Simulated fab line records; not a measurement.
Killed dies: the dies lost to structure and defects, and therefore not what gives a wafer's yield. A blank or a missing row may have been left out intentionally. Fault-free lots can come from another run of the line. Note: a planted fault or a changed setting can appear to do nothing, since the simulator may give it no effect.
Which tool did it? :: flow gf180mcu :: 13 lots, 39 wafers sampled, at 5 steps of a route of 602

== WHAT THE GAUGES SHOWED, per wafer ==
GF_NSD_TW_MEAS_12. Usual: NSD_TW gives 4262 (standard deviation 69).
lot: L544
measured: day 13 04:28
on: film metro-04
NSD_TW: 4332 4341 4340
flag: 

lot: L545
measured: day 13 18:10
on: film metro-04
NSD_TW: 4325 4303 4305
flag: 

lot: L546
measured: day 14 00:25
on: film metro-02
NSD_TW: 4189 4195 4184
flag: 

lot: L549
measured: day 15 11:49
on: film metro-04
NSD_TW: 4313 4322 4296
flag: 

lot: L551
measured: day 15 22:46
on: film metro-02
NSD_TW: 4196 4203 4184
flag: 

lot: L552
measured: day 16 05:02
on: film metro-02
NSD_TW: 4173 4161 4165
flag: 

lot: L553
measured: day 16 08:52
on: film metro-04
NSD_TW: 4327 4306 4311
flag: 

lot: L554
measured: day 16 13:36
on: film metro-04
NSD_TW: 4353 4327 4342
flag: 

lot: L559
measured: day 18 10:34
on: film metro-04
NSD_TW: 4324 4312 4345
flag: 

lot: L564
measured: day 20 06:30
on: film metro-01
NSD_TW: 4301 4292 4319
flag: 

lot: L565
measured: day 20 12:58
on: film metro-02
NSD_TW: 4180 4179 4203
flag: 

lot: L566
measured: day 20 20:17
on: film metro-02
NSD_TW: 4193 4173 4177
flag: 

lot: L567
measured: day 21 07:39
on: film metro-01
NSD_TW: 4293 4281 4275
flag: 

GF_CONTACT_THK_MEAS_01. Usual: CONTACT_CVD_00_THK gives 299 nm (standard deviation 3.1).
lot: L544
measured: day 14 22:20
on: film metro-03
CONTACT_CVD_00_THK (nm): 300 303 304
flag: 

lot: L545
measured: day 15 14:13
on: film metro-04
CONTACT_CVD_00_THK (nm): 301 297 296
flag: 

lot: L546
measured: day 15 19:28
on: film metro-03
CONTACT_CVD_00_THK (nm): 296 298 296
flag: 

lot: L549
measured: day 17 10:39
on: film metro-03
CONTACT_CVD_00_THK (nm): 301 299 303
flag: 

lot: L551
measured: day 17 20:34
on: film metro-03
CONTACT_CVD_00_THK (nm): 146 299 145
flag: OFF

lot: L552
measured: day 18 02:49
on: film metro-02
CONTACT_CVD_00_THK (nm): 305 302 299
flag: 

lot: L553
measured: day 18 07:52
on: film metro-02
CONTACT_CVD_00_THK (nm): 303 153 151
flag: OFF

lot: L554
measured: day 18 13:07
on: film metro-04
CONTACT_CVD_00_THK (nm): 297 146 298
flag: OFF

lot: L559
measured: day 20 13:11
on: film metro-03
CONTACT_CVD_00_THK (nm): 299 299 297
flag: 

lot: L564
measured: day 22 07:29
on: film metro-03
CONTACT_CVD_00_THK (nm): 292 294 294
flag: 

lot: L565
measured: day 22 13:56
on: film metro-04
CONTACT_CVD_00_THK (nm): 295 296 296
flag: 

lot: L566
measured: day 22 21:13
on: film metro-04
CONTACT_CVD_00_THK (nm): 297 295 300
flag: 

lot: L567
measured: day 23 08:19
on: film metro-03
CONTACT_CVD_00_THK (nm): 303 299 298
flag: 

GF_CONTACT_OVL_MEAS_15. Usual: CONTACT_OVL gives -7 nm (standard deviation 5.4).
lot: L544
measured: day 15 21:04
on: overlay-02
CONTACT_OVL (nm): -1 -4 0
flag: 

lot: L545
measured: day 16 12:55
on: overlay-02
CONTACT_OVL (nm): -6 -4 -7
flag: 

lot: L546
measured: day 16 18:10
on: overlay-01
CONTACT_OVL (nm): -11 -6 -10
flag: 

lot: L549
measured: day 18 17:17
on: overlay-02
CONTACT_OVL (nm): -4 2 -10
flag: 

lot: L551
measured: day 18 20:50
on: overlay-02
CONTACT_OVL (nm): -8 -18 -6
flag: 

lot: L552
measured: day 19 03:14
on: overlay-01
CONTACT_OVL (nm): -18 -18 -11
flag: 

lot: L553
measured: day 19 08:58
on: overlay-02
CONTACT_OVL (nm): -4 -6 -5
flag: 

lot: L554
measured: day 19 13:35
on: overlay-01
CONTACT_OVL (nm): -22 -11 -13
flag: 

lot: L559
measured: day 21 13:47
on: overlay-01
CONTACT_OVL (nm): -6 -7 -7
flag: 

lot: L564
measured: day 23 08:04
on: overlay-01
CONTACT_OVL (nm): 4 1 -2
flag: 

lot: L565
measured: day 23 14:08
on: overlay-01
CONTACT_OVL (nm): -1 -2 -3
flag: 

lot: L566
measured: day 23 20:20
on: overlay-02
CONTACT_OVL (nm): -17 -6 -5
flag: 

lot: L567
measured: day 24 07:33
on: overlay-02
CONTACT_OVL (nm): -4 -8 -5
flag: 

== WHICH TOOL RAN EACH LOT (tool, then ch and the chambers of the sampled wafers, then the start) ==
lot: L544
GF_SAB_ETCH_11: rie diel-02 ch 0,1,3, day 14 21:25
GF_CONTACT_CVD_00: hdpcvd-01 ch 0,1,2, day 14 22:16

lot: L545
GF_SAB_ETCH_11: rie diel-03 ch 0,2,3, day 15 13:19
GF_CONTACT_CVD_00: hdpcvd-01 ch 0,1,2, day 15 14:10

lot: L546
GF_SAB_ETCH_11: rie diel-03 ch 2,3, day 15 18:34
GF_CONTACT_CVD_00: hdpcvd-02 ch 0,2, day 15 19:25

lot: L549
GF_SAB_ETCH_11: rie diel-01 ch 1,2,3, day 17 09:43
GF_CONTACT_CVD_00: hdpcvd-02 ch 0, day 17 10:35

lot: L551
GF_SAB_ETCH_11: rie diel-03 ch 0,1, day 17 19:31
GF_CONTACT_CVD_00: hdpcvd-02 ch 0,2, day 17 20:30

lot: L552
GF_SAB_ETCH_11: rie diel-03 ch 1,2,3, day 18 01:55
GF_CONTACT_CVD_00: hdpcvd-01 ch 0,1, day 18 02:47

lot: L553
GF_SAB_ETCH_11: rie diel-03 ch 1,2, day 18 06:52
GF_CONTACT_CVD_00: hdpcvd-02 ch 0,2, day 18 07:49

lot: L554
GF_SAB_ETCH_11: rie diel-01 ch 1,3, day 18 12:01
GF_CONTACT_CVD_00: hdpcvd-02 ch 0,2, day 18 13:04

lot: L559
GF_SAB_ETCH_11: rie diel-01 ch 1,2, day 20 12:16
GF_CONTACT_CVD_00: hdpcvd-01 ch 0,1, day 20 13:08

lot: L564
GF_SAB_ETCH_11: rie diel-01 ch 0,2, day 22 06:33
GF_CONTACT_CVD_00: hdpcvd-02 ch 0,1, day 22 07:25

lot: L565
GF_SAB_ETCH_11: rie diel-01 ch 1,2, day 22 13:01
GF_CONTACT_CVD_00: hdpcvd-02 ch 0,1, day 22 13:53

lot: L566
GF_SAB_ETCH_11: rie diel-03 ch 1,3, day 22 20:16
GF_CONTACT_CVD_00: hdpcvd-02 ch 0,1,2, day 22 21:10

lot: L567
GF_SAB_ETCH_11: rie diel-03 ch 0,1,3, day 23 07:22
GF_CONTACT_CVD_00: hdpcvd-01 ch 1,2, day 23 08:15
- GF_SAB_ETCH_11: etches SiO2 in C4F8/O2/Ar, target depth 55 nm, time 8.5 s.
- GF_CONTACT_CVD_00: deposits SiO2, target thk 300 nm, time 50 s.

== AS READ BY THE TOOLS THEMSELVES (means over the sampled wafers that have a number; for cases with no such wafer, the mark the record gives instead) ==
GF_SAB_ETCH_11. Usual: oes product au reads 1.001 a.u. (standard deviation 0.0088).
lot: L544
tool: rie diel-02
oes product au (a.u.): 1.002
flag: 

lot: L545
tool: rie diel-03
oes product au (a.u.): 1.000
flag: 

lot: L546
tool: rie diel-03
oes product au (a.u.): 0.995
flag: 

lot: L549
tool: rie diel-01
oes product au (a.u.): 0.993
flag: 

lot: L551
tool: rie diel-03
oes product au (a.u.): 1.005
flag: 

lot: L552
tool: rie diel-03
oes product au (a.u.): 0.991
flag: 

lot: L553
tool: rie diel-03
oes product au (a.u.): 1.001
flag: 

lot: L554
tool: rie diel-01
oes product au (a.u.): 0.998
flag: 

lot: L559
tool: rie diel-01
oes product au (a.u.): 1.011
flag: 

lot: L564
tool: rie diel-01
oes product au (a.u.): 1.005
flag: 

lot: L565
tool: rie diel-01
oes product au (a.u.): 1.007
flag: 

lot: L566
tool: rie diel-03
oes product au (a.u.): 1.000
flag: 

lot: L567
tool: rie diel-03
oes product au (a.u.): 1.004
flag: 

GF_CONTACT_CVD_00. Usual: sih4 flow sccm reads 60.01 sccm (standard deviation 0.17).
lot: L544
tool: hdpcvd-01
sih4 flow sccm (sccm): 60.10
flag: 

lot: L545
tool: hdpcvd-01
sih4 flow sccm (sccm): 60.00
flag: 

lot: L546
tool: hdpcvd-02
sih4 flow sccm (sccm): 59.98
flag: 

lot: L549
tool: hdpcvd-02
sih4 flow sccm (sccm): 59.77
flag: 

lot: L551
tool: hdpcvd-02
sih4 flow sccm (sccm): 40.09
flag: OFF

lot: L552
tool: hdpcvd-01
sih4 flow sccm (sccm): 59.83
flag: 

lot: L553
tool: hdpcvd-02
sih4 flow sccm (sccm): 40.12
flag: OFF

lot: L554
tool: hdpcvd-02
sih4 flow sccm (sccm): 50.01
flag: OFF

lot: L559
tool: hdpcvd-01
sih4 flow sccm (sccm): 59.86
flag: 

lot: L564
tool: hdpcvd-02
sih4 flow sccm (sccm): 60.10
flag: 

lot: L565
tool: hdpcvd-02
sih4 flow sccm (sccm): 60.04
flag: 

lot: L566
tool: hdpcvd-02
sih4 flow sccm (sccm): 60.00
flag: 

lot: L567
tool: hdpcvd-01
sih4 flow sccm (sccm): 60.08
flag: 

== THE ANSWER, worked out from the rows above alone ==
Rule: a lot counts as off when the mean over its wafers that have a number is more than 3 standard deviations away from the usual mean. A lot without any number at a reading at which 4 lots or more have one is off too. The other lots that the step has rows for count as sound. Order of review: gauges by route order, followed by the tools' own readings, for which a lot's mean as printed above is used. At the first step where some lot is off, the reading lying furthest off is the one used; lots without a number count as furthest.
Off: L551, L553, L554, seen at GF_CONTACT_THK_MEAS_01 (CONTACT_CVD_00_THK).
If a tool, at a process step before that reading, ran all the lots that are off and no sound lot after the first of them, it fits. The gauges at GF_CONTACT_THK_MEAS_01 aren't tried: what is off there is off at GF_CONTACT_CVD_00 too, on other tools, and a gauge's error can't cause that. Not one of the candidates tried fits.

== WHAT THE SIMULATOR HAD PUT IN ==
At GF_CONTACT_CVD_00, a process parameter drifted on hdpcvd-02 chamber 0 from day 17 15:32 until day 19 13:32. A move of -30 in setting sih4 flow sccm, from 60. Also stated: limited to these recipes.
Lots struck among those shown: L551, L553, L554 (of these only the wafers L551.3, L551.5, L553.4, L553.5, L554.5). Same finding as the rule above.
